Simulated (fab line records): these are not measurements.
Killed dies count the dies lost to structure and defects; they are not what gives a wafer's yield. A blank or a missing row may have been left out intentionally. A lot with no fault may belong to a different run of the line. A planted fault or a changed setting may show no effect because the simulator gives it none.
Code-filled problem report in 8D (eight disciplines) form | flow sky130 | the parts of the form that need people (team, actions taken, sign-off) are left out

1. WHAT WENT WRONG
Wafers without a fault read 21.00 C, standard deviation 0.1; developerTempC at SKY_METAL2_DEVELOP_14 reads a mean of 21.81 C on 6 wafers belonging to 2 lots. That puts it +8.1 standard deviations away from the usual mean.
The step: develop time 60 s.
The first sign was on wafer L690.1 at day 36 14:00, on lithoTrack-02. At this step, 39 wafers from 13 lots have a number in the record. By rule, "out" or "out of limits" means more than 4 standard deviations away from the usual mean. The other wafers with a number count as sound.

2. WHAT THIS IS AND IS NOT
question                    | is                     | is not
which readings at this step | developerTempC         | -
which lots                  | L690, L693             | L687, L688, L689, L691, L704, L705, L706, L707, L708, L709, L710
which wafers of those lots  | all that have a number | -
read on which tools         | lithoTrack-02          | lithoTrack-01, lithoTrack-03
when                        | from day 36 14:00      | up to then (12 sound wafers); but 21 sound wafers of L704, L705, L706, L707, L708, L709, L710 came after

3. WHAT RULES OUT EACH SUSPECT
Counting: any tool at a process step up to the reading is kept as a suspect provided that every lot that is out went through it and no sound lot did after the first of them.
- pvdSputter-03 at SKY_METAL1_SPUTTER_01 (material TiN, target thk 20 nm, time 16.92 s): ruled out as a lasting fault. After its first lot that is out, L690 (day 33 04:23), sound lots L708, L710, L709 ran on it.
- lithoTrack-02 at SKY_METAL2_DEVELOP_14 (develop time 60 s): ruled out as a lasting fault. After its first lot that is out, L690 (day 36 14:00), sound lots L705, L706, L708 ran on it.
Left after counting: nothing in the record.

4. THE CAUSE (what the simulator had put in)
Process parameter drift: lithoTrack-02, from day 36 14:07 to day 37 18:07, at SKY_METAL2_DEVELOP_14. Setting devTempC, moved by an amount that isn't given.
Counting ruled it out, wrongly.

5. THE CHAIN OF EFFECTS, in route order
Each row: a reading whose mean over the struck wafers that have a number lies more than 3 standard deviations from the usual. Only readings whose record carries a usual standard deviation are examined. hours: median over the lots of the time between each lot's start at the first step of this table that gives one and its start at this step. sigmas: the change, counted in usual standard deviations.
hours | step                  | reading        | usual   | on struck wafers | change | sigmas
0     | SKY_METAL2_DEVELOP_14 | developerTempC | 21.00 C | 21.81            | +0.81  | +8.1
Here are the process steps it includes:
- SKY_METAL2_DEVELOP_14: develop time 60 s.

6. HOW IT WOULD HAVE BEEN CAUGHT EARLIER
In this record the first reading out of limits was taken at day 36 14:00.
